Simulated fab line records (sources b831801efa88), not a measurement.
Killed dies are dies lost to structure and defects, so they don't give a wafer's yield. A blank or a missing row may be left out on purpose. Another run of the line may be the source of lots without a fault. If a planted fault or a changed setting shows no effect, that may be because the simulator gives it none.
2 desks looking at one fault + flow gf180mcu + only its own numbers are on each desk; what lay behind them is given at the end
Where a reading is given only as a bound, like >300, the bound stands for it, and a mean or a difference that rests on one is marked > or <: the true number lies beyond.

== FOR THE TOOL OWNER'S DESK: pvd sputter-02 ==
The tool's own readings at GF_M4_SPUTTER_02 (material AlCu, target thk 450 nm, time 23.9 s): means of the sampled wafers that have a number, for each lot that ran on this tool. If a lot's mean is further than 4 standard deviations from the usual mean, the lot is out of limits and carries the mark OUT (the distance appears in the brackets).
Columns: A = cathode dc power W at GF_M4_SPUTTER_02, usual 10600 W; B = chamber pressure pa at GF_M4_SPUTTER_02, usual 0.4000 Pa; C = throttle valve pct at GF_M4_SPUTTER_02, usual 30.2 %
| lot  | first seen here | A     | B      | C    |
|------|-----------------|-------|--------|------|
| L297 | day 23 06:17    | 10601 | 0.4002 | 30.3 |
| L308 | day 26 23:40    | 10600 | 0.4007 | 30.3 |
| L311 | day 28 02:10    | 10601 | 0.4006 | 30.5 |
| L312 | day 28 04:05    | 10600 | 0.4002 | 29.7 |
| L314 | day 29 01:04    | 10601 | 0.4001 | 30.1 |
| L317 | day 29 15:04    | 10601 | 0.3993 | 30.4 |
This desk's finding: nothing out of limits on any of the 6 lots.

== THE METROLOGY DESK ==
What the gauges read, lot by lot, whatever tool the lot ran on: means of the sampled wafers that have a number. If a lot's mean is further than 4 standard deviations from the usual mean, the lot is out of limits and carries the mark OUT (the distance appears in the brackets).
Columns: A = M3_ALCU_THK at GF_M3_THK_MEAS_06, usual 442 nm; B = V3_OVL at GF_V3_OVL_MEAS_15, usual 0 nm; C = M4_ALCU_RS at GF_M4_RS_MEAS_05, usual 0.0697 ohm/sq; D = M4_ALCU_THK at GF_M4_THK_MEAS_06, usual 440 nm
| lot  | first seen here | A   | B  | C                        | D                    |
|------|-----------------|-----|----|--------------------------|----------------------|
| L295 | day 20 06:26    | 444 | -4 | 0.0704                   | 436                  |
| L296 | day 21 00:15    | 449 | -1 | 0.0696                   | 438                  |
| L297 | day 21 04:15    | 446 | 2  | 0.0693                   | 439                  |
| L303 | day 23 09:10    | 441 | 4  | 6.9851 (+99 or more) OUT | <0 (-99 or more) OUT |
| L304 | day 23 12:04    | 444 | 5  | 7.0057 (+99 or more) OUT | <0 (-99 or more) OUT |
| L307 | day 24 12:19    | 443 | -5 | 0.0695                   | 438                  |
| L308 | day 25 03:04    | 442 | -3 | 0.0691                   | 443                  |
| L311 | day 26 06:32    | 446 | 0  | 0.0697                   | 440                  |
| L312 | day 26 08:32    | 437 | 6  | 0.0704                   | 436                  |
| L313 | day 26 22:37    | 443 | 2  | 0.0693                   | 445                  |
| L315 | day 27 05:53    | 438 | 3  | 0.0698                   | 439                  |
| L314 | day 27 06:23    | 441 | -1 | 0.0693                   | 443                  |
| L317 | day 27 23:20    | 448 | -1 | 0.0698                   | 438                  |
| L318 | day 28 03:19    | 440 | 2  | 0.0711                   | 432                  |
This desk reports L303, L304 out of limits; the earliest was L303 at day 25 07:59 (M4_ALCU_RS at GF_M4_RS_MEAS_05). Within limits: L295, L296, L297, L307, L308, L311, L312, L313, L315, L314, L317, L318.

== ALL TOGETHER ==
At day 25 07:59 the metrology desk could have sounded an alarm, on L303, L304.
The tool owner's desk saw nothing out of limits.
The tool owner's desk has no number on record for L303, L304.
All the named lots went through GF_M4_SPUTTER_02 on pvd sputter-02.

== WHAT WAS PUT IN BY THE SIMULATOR ==
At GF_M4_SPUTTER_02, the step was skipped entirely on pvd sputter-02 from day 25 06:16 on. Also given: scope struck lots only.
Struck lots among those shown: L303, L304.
Time in hours between the start of the fault and the first out-of-limits reading at each desk: metrology desk, 2.
